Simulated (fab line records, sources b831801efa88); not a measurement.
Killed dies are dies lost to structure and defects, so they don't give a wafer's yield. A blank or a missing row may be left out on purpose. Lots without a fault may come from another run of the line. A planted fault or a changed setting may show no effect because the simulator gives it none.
fab line records | flow gf180mcu | part 1 of 2: steps 1 to 31 of 44
record lots=5 wafers=15 last_day=34
route steps=602 shown DUAL_GATE@153 POLY_GATE@157 HV_LDD@176
lots that met no fault: from a run of the same line without faults
start_h: hours from the record's first day to the start of the lot's first wafer shown | wait_h: hours since the lot's step before | " the same as in the row above | L1.1+2: a row that stands for several wafers | - no value, or no start given | * or withheld: withheld | < > ~ a bound
route shown NAME@n: a module of which the file shows steps, and the number in the route of the first | usual: mean/standard deviation of fault-free wafers | same: alike in all rows | chamber/n: place in a boat | sites: the reading at each site | _std_site: their standard deviation | _edge_site: outer sites' mean less inner sites' | radius_mm: how far each site lies from the wafer's centre | mask NAME#n: copy n | behind: the tool/chamber that last shaped the wafer | hold: why the lot was held/for how many hours/how that ended | device: the transistor (n, p or np) that didn't switch | end of line: the same wafers' tests at the end of the route | a step without rows: its recipe alone | killed: dies lost to structure and defects at the first sort, not the wafer's yield | map: a wafer's dies, x killed, . not, _ none there
set.NAME: the setting as run; set.NAME@STEP: as run at that earlier step | model.NAME: the simulator's own value behind a step, which no gauge read
lots at some steps of the route; a table a step, a row a wafer
services: from which hour (start_h, from the record's first day; less than 0 if before it) a tool's chamber was out of use, for how many hours, and why
## steps
# step GF_DUAL_GATE_WET_ETCH_12
# recipe chemistry=dHF target_depth_nm=13 dry=n2_spin target=SiO2 temp_c=25 dilution=100:1 time_s=260
# columns lot.wafer tool chamber start_h wait_h
L074.2+3+5 wet_bench-03 2 173.96 0.0
L081.1+3+6 wet_bench-03 3 223.78 0.0
L090.1+3+6 wet_bench-03 1 284.71 0.0
L095.2+4+5 wet_bench-04 2 322.91 0.0
L097.3+4+6 wet_bench-02 0 333.76 0.0
# step GF_DUAL_GATE_STRIP_13
# recipe chemistry=O2/N2 power_w=1400 pressure_mtorr=1500 platen_temp_c=250 o2_flow_sccm=3000 n2_flow_sccm=300 overash_fraction=0.5
# usual drypump_motor_current_A=5.9/0.42 heater_power_w=306/46 n2_flow_sccm=299.8/0.81 oes_product_au=0.716/0.0049 strip_time_to_endpoint_s=12.61/0.035
# columns lot.wafer tool chamber start_h wait_h drypump_motor_current_A heater_power_w n2_flow_sccm oes_product_au rf_hours_counter_h strip_time_to_endpoint_s
L074.2 plasma_asher-04 1 174.05 0.0 6.0 383 299.2 0.713 39 12.66
L074.3 " 1 " " 6.0 387 298.8 0.707 - 12.70
L074.5 " 0 " " 6.0 277 299.9 0.719 - 12.64
L081.1 plasma_asher-03 0 223.86 0.0 5.7 308 300.4 0.711 7 12.61
L081.3 " 0 " " 5.7 313 300.6 0.718 - 12.61
L081.6 " 1 " " 4.9 328 300.5 0.716 - 12.60
L090.1 plasma_asher-01 1 284.79 0.0 6.0 318 300.2 0.715 68 12.62
L090.3 " 1 " " 6.0 321 298.8 0.723 - 12.56
L090.6 " 1 " " 6.0 324 299.5 0.718 - 12.57
L095.2 plasma_asher-01 1 322.99 0.0 6.0 331 299.9 0.716 72 12.66
L095.4 " 1 " " 6.0 316 300.1 0.719 - 12.63
L095.5 " 0 " " 6.4 240 299.2 0.709 - 12.61
L097.3 plasma_asher-03 0 333.87 0.0 5.6 316 299.9 0.715 - 12.62
L097.4 " 1 " " 4.8 334 299.1 0.710 - 12.60
L097.6 " 0 " " 5.6 316 300.0 0.720 - 12.63
# step GF_DUAL_GATE_CLEAN_14
# recipe chemistry=SC1/SC2 mix=1:4:20 temp_c=70 time_s=150 dry=n2_spin
# columns lot.wafer tool chamber start_h wait_h
L074.2+3+5 wet_bench-04 3 174.15 0.1
L081.1+3+6 wet_bench-02 0 223.96 0.1
L090.1+3+6 wet_bench-02 0 284.89 0.1
L095.2+4+5 wet_bench-02 3 323.09 0.1
L097.3+4+6 wet_bench-03 1 333.94 0.0
# step GF_DUAL_GATE_OXIDATION_15
# recipe temp_c=850 ambient=O2 stabilise_s=600 purge_s=300 target_thk_a=70.98 ox_time_s=1995
# usual spike_tc_bottom_C=872/3
# same purge_s=300
# columns lot.wafer tool chamber start_h wait_h spike_tc_bottom_C
L074.2 furnace-02 0 175.36 1.2 869
L074.3 " 0 " " 868
L074.5 " 0 " " 868
L081.1 furnace-01 0 225.15 1.1 875
L081.3 " 0 " " 876
L081.6 " 0 " " 874
L090.1 furnace-01 0 285.30 0.3 874
L090.3 " 0 " " 873
L090.6 " 0 " " 874
L095.2 furnace-02 0 323.82 0.7 868
L095.4 " 0 " " 868
L095.5 " 0 " " 868
L097.3 furnace-02 0 333.99 0.0 868
L097.4 " 0 " " 869
L097.6 " 0 " " 868
# step GF_POLY_GATE_CVD_00
# recipe material=poly-Si target_thk_nm=200 temp_c=620 time_s=1200 pressure_mtorr=200
# usual spike_tc_bottom_C=638.7/1.6 susceptor_temp_C=620.02/0.28
# columns lot.wafer tool chamber start_h wait_h spike_tc_bottom_C susceptor_temp_C
L074.2 lpcvd-02 0 176.91 0.0 640.6 619.92
L074.3 " 0 " " 640.9 619.80
L074.5 " 0 " " 641.1 619.56
L081.1 lpcvd-02 1 226.70 0.0 639.4 620.14
L081.3 " 1 " " 638.8 620.26
L081.6 " 1 " " 638.7 620.31
L090.1 lpcvd-01 1 286.85 0.0 638.0 620.20
L090.3 " 1 " " 637.8 620.31
L090.6 " 1 " " 637.4 620.06
L095.2 lpcvd-01 1 325.37 0.0 636.8 620.59
L095.4 " 1 " " 637.0 619.82
L095.5 " 1 " " 636.4 620.27
L097.3 lpcvd-01 0 335.54 0.0 637.0 619.91
L097.4 " 0 " " 635.8 620.19
L097.6 " 0 " " 637.2 620.22
# step GF_POLY_GATE_THK_MEAS_01
# recipe reads=poly-Si_of_POLY_GATE_CVD_00
# usual POLY_GATE_CVD_00_THK=199.7/2.2
# columns lot.wafer tool chamber start_h wait_h POLY_GATE_CVD_00_THK[nm]
L074.2 film_metro-03 - 178.26 0.0 198.1
L074.3 " - " " 199.2
L074.5 " - " " 198.9
L081.1 film_metro-03 - 228.03 0.0 200.7
L081.3 " - " " 203.6
L081.6 " - " " 201.5
L090.1 film_metro-04 - 288.18 0.0 195.6
L090.3 " - " " 196.4
L090.6 " - " " 195.6
L095.2 film_metro-03 - 327.38 0.0 201.7
L095.4 " - " " 200.0
L095.5 " - " " 200.0
L097.3 film_metro-02 - 336.90 0.0 199.8
L097.4 " - " " 200.3
L097.6 " - " " 201.7
# step GF_POLY_GATE_DEHYDRATE_02
# recipe temp_c=200 time_s=60
# columns lot.wafer tool chamber start_h wait_h
L074.2+3+5 litho_track-01 0 186.15 7.9
L081.1+3+6 litho_track-04 0 236.79 8.7
L090.1+3+6 litho_track-03 0 297.63 9.4
L095.2+4+5 litho_track-04 0 337.41 10.0
L097.3+4+6 litho_track-04 0 347.04 10.1
# step GF_POLY_GATE_HMDS_03
# recipe prime_time_s=60 prime_temp_c=120
# same prime_time_s=60
# columns lot.wafer tool chamber start_h wait_h
L074.2+3+5 litho_track-01 0 186.30 0.1
L081.1+3+6 litho_track-04 0 236.94 0.1
L090.1+3+6 litho_track-03 0 297.78 0.1
L095.2+4+5 litho_track-04 0 337.56 0.1
L097.3+4+6 litho_track-04 0 347.19 0.1
# step GF_POLY_GATE_COAT_04
# recipe resist=BARC temp_c=withheld time_s=withheld spin_rpm=withheld resist_thk_nm=withheld
# columns lot.wafer tool chamber start_h wait_h
L074.2+3+5 litho_track-01 0 186.45 0.1
L081.1+3+6 litho_track-04 0 237.09 0.1
L090.1+3+6 litho_track-03 0 297.93 0.1
L095.2+4+5 litho_track-04 0 337.71 0.1
L097.3+4+6 litho_track-04 0 347.34 0.1
# step GF_POLY_GATE_COAT_05
# recipe resist=KrF spin_rpm=withheld resist_thk_nm=700
# columns lot.wafer tool chamber start_h wait_h
L074.2+3+5 litho_track-01 0 - -
L081.1+3+6 litho_track-04 0 - -
L090.1+3+6 litho_track-03 0 - -
L095.2+4+5 litho_track-04 0 - -
L097.3+4+6 litho_track-04 0 - -
# step GF_POLY_GATE_SOFTBAKE_06
# recipe temp_c=130 time_s=60 resist=KrF
# columns lot.wafer tool chamber start_h wait_h
L074.2+3+5 litho_track-01 0 - -
L081.1+3+6 litho_track-04 0 - -
L090.1+3+6 litho_track-03 0 - -
L095.2+4+5 litho_track-04 0 - -
L097.3+4+6 litho_track-04 0 - -
# step GF_POLY_GATE_EXPOSE_07
# recipe mask_id=Poly2 target_cd_nm=280 na=0.68 source_shape=conventional sigma_outer=0.6 dose_mj=28
# columns lot.wafer tool chamber start_h wait_h mask
L074.2+3+5 krf_scanner-02 0 - - Poly2#0
L081.1+3+6 krf_scanner-01 0 - - Poly2#0
L090.1+3+6 krf_scanner-01 0 - - Poly2#0
L095.2+4+5 krf_scanner-02 0 - - Poly2#0
L097.3+4+6 krf_scanner-01 0 - - Poly2#0
# step GF_POLY_GATE_PEB_08
# recipe peb_temp_c=135 peb_time_s=90 resist=KrF
# columns lot.wafer tool chamber start_h wait_h
L074.2+3+5 litho_track-01 0 - -
L081.1+3+6 litho_track-04 0 - -
L090.1+3+6 litho_track-01 0 - -
L095.2+4+5 litho_track-01 0 - -
L097.3+4+6 litho_track-03 0 - -
# step GF_POLY_GATE_DEVELOP_09
# recipe develop_time_s=60 resist=KrF dev_temp_c=21
# columns lot.wafer tool chamber start_h wait_h
L074.2+3+5 litho_track-01 0 195.60 0.2
L081.1+3+6 litho_track-04 0 246.59 0.2
L090.1+3+6 litho_track-01 0 308.07 0.2
L095.2+4+5 litho_track-01 0 348.80 0.2
L097.3+4+6 litho_track-03 0 358.97 0.1
# step GF_POLY_GATE_CD_MEAS_10
# recipe target_cd_nm=280
# usual cd_nm=280.3/1.1
# columns lot.wafer tool chamber start_h wait_h cd_nm
L074.2 cd_sem-02 - 195.74 0.1 279.4
L074.3 " - " " 280.0
L074.5 " - " " 279.7
L081.1 cd_sem-02 - 246.74 0.1 279.5
L081.3 " - " " 279.9
L081.6 " - " " 279.8
L090.1 cd_sem-02 - 308.22 0.1 280.8
L090.3 " - " " 280.8
L090.6 " - " " 280.7
L095.2 cd_sem-02 - 348.94 0.1 280.2
L095.4 " - " " 282.1
L095.5 " - " " 281.2
L097.3 cd_sem-02 - 359.11 0.1 280.5
L097.4 " - " " 281.1
L097.6 " - " " 280.2
# step GF_POLY_GATE_OVL_MEAS_11
# usual POLY_GATE_OVL=0/6.2
# columns lot.wafer tool chamber start_h wait_h POLY_GATE_OVL[nm]
L074.2 overlay-01 - 195.85 0.1 10
L074.3 " - " " -8
L074.5 " - " " -4
L081.1 overlay-01 - 246.86 0.1 3
L081.3 " - " " 6
L081.6 " - " " 0
L090.1 overlay-02 - 308.34 0.1 1
L090.3 " - " " 0
L090.6 " - " " 0
L095.2 overlay-02 - 349.05 0.1 -6
L095.4 " - " " -11
L095.5 " - " " -3
L097.3 overlay-01 - 359.21 0.1 -3
L097.4 " - " " -7
L097.6 " - " " -5
# step GF_POLY_GATE_ETCH_12
# recipe chemistry=N2/H2 target_depth_a=withheld overetch_a=withheld time_s=withheld target=BARC ion_energy_ev=200 source_w=500 bias_w=100 pressure_mtorr=30 n2_flow_sccm=100 h2_flow_sccm=200
# usual bias_w=99.97/0.3 drypump_motor_current_A=5.6/0.44 n2_flow_sccm=100.0/0.31 oes_product_au=0.735/0.0047 throttle_valve_pct=13.215/0.0087
# columns lot.wafer tool chamber start_h wait_h bias_w drypump_motor_current_A n2_flow_sccm oes_product_au throttle_valve_pct
L074.2 rie_diel-01 3 195.88 0.0 99.26 5.9 100.4 0.729 13.211
L074.3 " 2 " " 99.95 6.6 99.9 0.730 13.206
L074.5 " 1 " " 99.85 5.9 100.0 0.740 13.223
L081.1 rie_diel-03 2 246.90 0.0 100.26 5.7 99.5 0.735 13.223
L081.3 " 3 " " 99.70 5.5 100.0 0.741 13.211
L081.6 " 2 " " 100.51 5.7 99.6 0.738 13.221
L090.1 rie_diel-03 0 308.38 0.0 99.97 5.2 99.6 0.732 13.222
L090.3 " 1 " " 100.26 5.5 99.7 0.731 13.212
L090.6 " 0 " " 100.30 5.2 99.6 0.728 13.218
L095.2 rie_diel-03 0 349.08 0.0 99.69 5.2 100.0 0.731 13.204
L095.4 " 3 " " 99.97 5.5 100.3 0.734 13.204
L095.5 " 3 " " 100.33 5.5 101.0 0.739 13.209
L097.3 rie_diel-04 1 359.23 0.0 100.29 4.8 100.7 0.730 13.211
L097.4 " 2 " " 99.80 6.0 100.0 0.737 13.222
L097.6 " 3 " " 99.53 5.4 100.3 0.734 13.211
# step GF_POLY_GATE_ETCH_13
# recipe target=poly-Si target_depth_nm=198.5 stop_on=SiO2 over_etch_frac=0.403 chemistry=HBr/Cl2 icp_w=400 bias_w=100 pressure_mtorr=10 HBr_flow_sccm=150 Cl2_flow_sccm=50 time_s=69.6
# usual bias_w=100.03/0.3 drypump_motor_current_A=5.8/0.48 mfc_cl2_sccm=50.02/0.16 oes_product_au=0.989/0.0079 throttle_valve_pct=33.684/0.0097
# columns lot.wafer tool chamber start_h wait_h bias_w drypump_motor_current_A mfc_cl2_sccm oes_product_au rf_hours_counter_h throttle_valve_pct
L074.2 rie_si-01 0 195.93 - 100.11 5.6 50.07 0.987 117 33.687
L074.3 " 3 " " 100.32 5.7 50.00 0.985 1 33.673
L074.5 " 2 " " 100.42 6.5 50.56 0.991 - 33.683
L081.1 rie_si-02 2 246.95 - 100.04 5.9 50.07 0.999 17 33.691
L081.3 " 0 " " 99.83 5.8 49.98 0.997 4 33.679
L081.6 " 3 " " 100.43 6.5 50.14 0.992 - 33.691
L090.1 rie_si-01 3 308.43 - 100.19 5.7 50.01 0.982 2 33.681
L090.3 " 2 " " 99.78 6.6 50.15 0.986 2 33.674
L090.6 " 3 " " 100.48 5.7 49.81 0.988 - 33.686
L095.2 rie_si-02 2 349.13 - 100.15 6.0 50.01 1.009 18 33.698
L095.4 " 3 " " 100.31 6.5 49.77 0.992 31 33.696
L095.5 " 3 " " 99.92 6.5 50.00 0.995 - 33.684
L097.3 rie_si-02 2 359.28 - 99.90 5.9 49.89 1.004 19 33.669
L097.4 " 0 " " 99.82 5.8 49.92 0.986 5 33.673
L097.6 " 0 " " 99.71 5.8 49.63 0.995 - 33.671
# step GF_POLY_GATE_STRIP_14
# recipe chemistry=O2/N2 power_w=1400 pressure_mtorr=1500 platen_temp_c=250 o2_flow_sccm=3000 n2_flow_sccm=300 overash_fraction=0.5
# usual drypump_motor_current_A=5.99/0.3 heater_power_w=328/59 n2_flow_sccm=300.0/0.9 oes_product_au=0.504/0.0043
# columns lot.wafer tool chamber start_h wait_h drypump_motor_current_A heater_power_w n2_flow_sccm oes_product_au rf_hours_counter_h
L074.2 plasma_asher-04 0 195.99 0.0 5.98 283 300.1 0.510 42
L074.3 " 0 " " 5.98 276 298.9 0.504 -
L074.5 " 1 " " 6.03 393 299.9 0.511 -
L081.1 plasma_asher-02 1 247.00 0.0 6.21 408 301.2 0.511 66
L081.3 " 1 " " 6.24 412 301.1 0.500 -
L081.6 " 0 " " 5.34 305 300.5 0.503 -
L090.1 plasma_asher-01 1 308.48 0.0 5.98 314 299.4 0.506 71
L090.3 " 0 " " 6.37 247 301.6 0.505 -
L090.6 " 1 " " 5.97 324 299.6 0.511 -
L095.2 plasma_asher-01 1 349.18 0.0 5.99 318 299.2 0.503 75
L095.4 " 1 " " 5.99 316 299.1 0.499 -
L095.5 " 1 " " 5.99 317 300.1 0.505 -
L097.3 plasma_asher-04 1 359.37 0.1 6.04 374 299.6 0.506 -
L097.4 " 0 " " 5.98 280 301.2 0.502 -
L097.6 " 0 " " 6.03 272 300.1 0.504 -
# step GF_POLY_GATE_CLEAN_15
# recipe chemistry=SC1/SC2 mix=1:4:20 temp_c=70 time_s=150 dry=n2_spin
# columns lot.wafer tool chamber start_h wait_h
L074.2+3+5 wet_bench-02 2 196.09 0.1
L081.1+3+6 wet_bench-04 1 247.10 0.1
L090.1+3+6 wet_bench-01 1 308.58 0.1
L095.2+4+5 wet_bench-04 2 349.28 0.1
L097.3+4+6 wet_bench-04 0 359.44 0.0
# step GF_POLY_GATE_OXIDATION_16
# recipe temp_c=850 ambient=O2 stabilise_s=600 purge_s=300 target_thk_a=40 ox_time_s=899
# usual spike_tc_bottom_C=871.9/3
# same purge_s=300
# columns lot.wafer tool chamber start_h wait_h spike_tc_bottom_C
L074.2 furnace-02 0 196.51 0.4 869.2
L074.3 " 0 " " 868.2
L074.5 " 0 " " 869.6
L081.1 furnace-01 0 247.39 0.2 873.6
L081.3 " 0 " " 874.5
L081.6 " 0 " " 873.6
L090.1 furnace-01 0 308.63 0.0 872.0
L090.3 " 0 " " 872.7
L090.6 " 0 " " 874.6
L095.2 furnace-01 0 349.64 0.3 873.7
L095.4 " 0 " " 872.3
L095.5 " 0 " " 874.2
L097.3 furnace-02 0 360.78 1.2 868.6
L097.4 " 0 " " 867.7
L097.6 " 0 " " 869.7
# step GF_POLY_GATE_THK_MEAS_17
# recipe reads=SiO2_of_POLY_GATE_OXIDATION_16
# usual POLY_GATE_OXIDATION_THK=4.04/0.071
# columns lot.wafer tool chamber start_h wait_h POLY_GATE_OXIDATION_THK[nm]
L074.2 film_metro-02 - 197.77 0.0 4.15
L074.3 " - " " 4.06
L074.5 " - " " 4.14
L081.1 film_metro-02 - 248.64 0.0 4.08
L081.3 " - " " 3.97
L081.6 " - " " 4.03
L090.1 film_metro-02 - 309.88 0.0 4.05
L090.3 " - " " 4.04
L090.6 " - " " 4.08
L095.2 film_metro-03 - 350.90 0.0 3.99
L095.4 " - " " 3.94
L095.5 " - " " 3.88
L097.3 film_metro-04 - 362.05 0.0 4.05
L097.4 " - " " 4.05
L097.6 " - " " 4.09
# step GF_POLY_GATE_CD_MEAS_18
# usual cd_nm=280.1/1.8
# columns lot.wafer tool chamber start_h wait_h cd_nm
L074.2 cd_sem-02 - 197.85 0.1 279.4
L074.3 " - " " 277.0
L074.5 " - " " 281.4
L081.1 cd_sem-02 - 248.70 0.1 277.8
L081.3 " - " " 279.7
L081.6 " - " " 278.0
L090.1 cd_sem-02 - 309.94 0.1 282.2
L090.3 " - " " 280.3
L090.6 " - " " 281.3
L095.2 cd_sem-01 - 350.98 0.1 280.6
L095.4 " - " " 279.7
L095.5 " - " " 279.1
L097.3 cd_sem-01 - 362.15 0.1 281.6
L097.4 " - " " 283.2
L097.6 " - " " 282.2
# step GF_HV_LDD_DEHYDRATE_00
# recipe temp_c=200 time_s=60
# columns lot.wafer tool chamber start_h wait_h
L074.2+3+5 litho_track-03 0 205.45 7.6
L081.1+3+6 litho_track-04 0 257.74 9.0
L090.1+3+6 litho_track-04 0 319.84 9.9
L095.2+4+5 litho_track-04 0 361.71 10.7
L097.3+4+6 litho_track-02 0 373.03 10.9
# step GF_HV_LDD_HMDS_01
# recipe prime_time_s=60 prime_temp_c=120
# same prime_time_s=60
# columns lot.wafer tool chamber start_h wait_h
L074.2+3+5 litho_track-03 0 205.60 0.1
L081.1+3+6 litho_track-04 0 257.89 0.1
L090.1+3+6 litho_track-04 0 319.99 0.1
L095.2+4+5 litho_track-04 0 361.86 0.1
L097.3+4+6 litho_track-02 0 373.18 0.1
# step GF_HV_LDD_COAT_02
# recipe resist=NOVOLAK spin_rpm=3000 resist_thk_nm=1000
# columns lot.wafer tool chamber start_h wait_h
L074.2+3+5 litho_track-03 0 205.75 0.1
L081.1+3+6 litho_track-04 0 258.04 0.1
L090.1+3+6 litho_track-04 0 320.14 0.1
L095.2+4+5 litho_track-04 0 362.01 0.1
L097.3+4+6 litho_track-02 0 373.33 0.1
# step GF_HV_LDD_SOFTBAKE_03
# recipe temp_c=90 time_s=60 resist=NOVOLAK
# columns lot.wafer tool chamber start_h wait_h
L074.2+3+5 litho_track-03 0 205.90 0.1
L081.1+3+6 litho_track-04 0 258.19 0.1
L090.1+3+6 litho_track-04 0 320.29 0.1
L095.2+4+5 litho_track-04 0 362.16 0.1
L097.3+4+6 litho_track-02 0 373.48 0.1
# step GF_HV_LDD_EXPOSE_04
# recipe mask_id=Nplus_LV_AREA target_cd_nm=400 na=0.6 source_shape=conventional sigma_outer=0.6 dose_mj=140
# columns lot.wafer tool chamber start_h wait_h mask
L074.2+3+5 iline_stepper-01 0 - - Nplus_LV_AREA#0
L081.1+3+6 iline_stepper-01 0 - - Nplus_LV_AREA#0
L090.1+3+6 iline_stepper-01 0 - - Nplus_LV_AREA#0
L095.2+4+5 iline_stepper-01 0 - - Nplus_LV_AREA#0
L097.3+4+6 iline_stepper-01 0 - - Nplus_LV_AREA#0
# step GF_HV_LDD_PEB_05
# recipe temp_c=withheld time_s=* resist=NOVOLAK
# columns lot.wafer tool chamber start_h wait_h
L074.2+3+5 litho_track-03 0 - -
L081.1+3+6 litho_track-04 0 - -
L090.1+3+6 litho_track-03 0 - -
L095.2+4+5 litho_track-03 0 - -
L097.3+4+6 litho_track-02 0 - -
# step GF_HV_LDD_DEVELOP_06
# recipe develop_time_s=60 dev_temp_c=23
# columns lot.wafer tool chamber start_h wait_h
L074.2+3+5 litho_track-03 0 214.65 0.1
L081.1+3+6 litho_track-04 0 267.39 0.1
L090.1+3+6 litho_track-03 0 330.73 0.1
L095.2+4+5 litho_track-03 0 373.45 0.1
L097.3+4+6 litho_track-02 0 384.43 0.1
# step GF_HV_LDD_CD_MEAS_07
# recipe target_cd_nm=400
# usual cd_nm=399.8/2.2
# columns lot.wafer tool chamber start_h wait_h cd_nm
L074.2 cd_sem-02 - 214.80 0.1 399.6
L074.3 " - " " 400.0
L074.5 " - " " 400.6
L081.1 cd_sem-02 - 267.54 0.1 403.2
L081.3 " - " " 402.0
L081.6 " - " " 404.7
L090.1 cd_sem-02 - 330.88 0.1 399.6
L090.3 " - " " 399.6
L090.6 " - " " 399.1
L095.2 cd_sem-01 - 373.59 0.1 401.0
L095.4 " - " " 400.7
L095.5 " - " " 399.5
L097.3 cd_sem-02 - 384.57 0.1 400.4
L097.4 " - " " 402.0
L097.6 " - " " 401.3
